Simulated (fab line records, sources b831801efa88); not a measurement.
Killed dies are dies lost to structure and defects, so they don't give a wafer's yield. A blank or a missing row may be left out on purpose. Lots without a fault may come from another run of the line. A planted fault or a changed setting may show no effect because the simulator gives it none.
One fault seen from 2 desks | flow sfq_line | each desk has only its own numbers; what lay behind them comes last

THE METROLOGY DESK
What the gauges read, lot by lot, whatever tool the lot ran on: means of the sampled wafers that have a number. A lot is out of limits, marked OUT, if its mean lies more than 4 standard deviations from the usual mean; the brackets give that distance.
Columns: A = M1_NB_RS at SFQ_M1_RS_MEAS_909, usual 0.889 ohm/sq; B = M1_OVL at SFQ_M1_OVL_MEAS_911, usual 0 nm
lot  | first seen here | A     | B
L114 | day 17 05:12    | 0.894 | -10
L115 | day 17 19:23    | 0.891 | -6
L126 | day 23 09:46    | 0.893 | 5
L128 | day 24 00:10    | 0.883 | 5
L135 | day 26 15:59    | 0.880 | -7
L137 | day 27 10:14    | 0.885 | -2
This desk's finding: nothing out of limits on any of the 6 lots.

THE TOOL OWNER'S DESK: rie_metal-03
The tool's own readings at SFQ_TRILAYER_M1_BARC_OPEN_METAL_ETCH_054 (etches BARC in O2, target depth 125 nm, time 41.7 s): means of the sampled wafers that have a number, for each lot that ran on this tool. A lot is out of limits, marked OUT, if its mean lies more than 4 standard deviations from the usual mean; the brackets give that distance.
Columns: A = chamber_pressure_mTorr at SFQ_TRILAYER_M1_BARC_OPEN_METAL_ETCH_054, usual 10.001 mTorr; B = drypump_motor_current_A at SFQ_TRILAYER_M1_BARC_OPEN_METAL_ETCH_054, usual 5.6 A; C = oes_product_au at SFQ_TRILAYER_M1_BARC_OPEN_METAL_ETCH_054, usual 0.685 a.u.
lot  | first seen here | A      | B   | C
L114 | day 17 08:07    | 9.994  | 5.7 | 0.687
L126 | day 29 02:52    | 10.004 | 5.2 | 0.684
L128 | day 29 13:40    | 9.995  | 5.3 | 0.687
L137 | day 33 06:37    | 10.000 | 5.7 | 0.687
This desk's finding: nothing out of limits on any of the 4 lots.

PUT TOGETHER
The metrology desk saw nothing out of limits.
The tool owner's desk saw nothing out of limits.

WHAT THE SIMULATOR HAD PUT IN
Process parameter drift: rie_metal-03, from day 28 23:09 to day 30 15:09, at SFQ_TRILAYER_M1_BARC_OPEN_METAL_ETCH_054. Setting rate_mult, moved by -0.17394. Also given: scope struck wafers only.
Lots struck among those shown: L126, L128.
